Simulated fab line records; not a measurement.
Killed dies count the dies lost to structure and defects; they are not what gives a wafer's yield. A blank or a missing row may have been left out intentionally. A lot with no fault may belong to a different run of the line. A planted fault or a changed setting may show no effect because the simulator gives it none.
2 desks looking at one fault	flow sfq-line	numbers are kept per desk, each desk with only its own; the story behind them comes last

== THE TOOL OWNER'S DESK: pvd-sputter-06 ==
The tool's own readings at SFQ_TRILAYER_M6_DEP_SPUTTER_157 (material Nb, target thk 200 nm, time 133.3 s): means of the sampled wafers that have a number, for each lot that ran on this tool. A lot is out of limits, marked OUT, if its mean lies more than 4 standard deviations from the usual mean; the brackets give that distance.
Columns: A = throttle-valve-pct at SFQ_TRILAYER_M6_DEP_SPUTTER_157, usual 30.5 %
lot	first seen here	A
L154	day 64 04:18	29.5
L172	day 69 12:55	29.1
L173	day 70 01:03	28.7
L174	day 70 04:39	28.3
This desk's verdict: no lot among the 4 shows anything out of limits.

== THE METROLOGY DESK ==
What the gauges read for every lot (on any tool): the sampled wafers with a number, averaged. A lot is out of limits, marked OUT, if its mean lies more than 4 standard deviations from the usual mean; the brackets give that distance.
Columns: A = M6_NB_RS at SFQ_M6_RS_MEAS_938, usual 0.889 ohm/sq
lot	first seen here	A
L154	day 64 04:23	0.879
L155	day 64 06:47	0.899
L161	day 65 10:59	0.894
L162	day 65 12:14	0.893
L163	day 66 23:04	0.884
L164	day 67 01:25	0.883
L165	day 67 02:35	0.895
L166	day 68 01:12	0.884
L167	day 68 22:49	0.883
L171	day 69 10:38	0.892
L172	day 69 13:00	0.895
L173	day 70 01:11	0.564 (-30) OUT
L174	day 70 04:46	0.561 (-30) OUT
L175	day 70 08:20	0.899
This desk finds L173, L174 out of limits, with the earliest case on L173 at day 70 01:11 (M6_NB_RS at SFQ_M6_RS_MEAS_938). L154, L155, L161, L162, L163, L164, L165, L166, L167, L171, L172, L175: within limits.

== TAKEN TOGETHER ==
The metrology desk could have raised an alarm at day 70 01:11, on L173, L174.
Nothing out of limits was seen by the tool owner's desk.
The tool owner's desk has L173, L174 on record, within its limits.
All the named lots went through SFQ_TRILAYER_M6_DEP_SPUTTER_157 on pvd-sputter-06.

== WHAT WAS PUT IN BY THE SIMULATOR ==
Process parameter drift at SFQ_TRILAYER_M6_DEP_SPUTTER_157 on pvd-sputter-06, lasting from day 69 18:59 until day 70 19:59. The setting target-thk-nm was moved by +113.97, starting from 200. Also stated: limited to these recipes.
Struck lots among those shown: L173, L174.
Time in hours between the start of the fault and the first out-of-limits reading at each desk: metrology desk, 6.
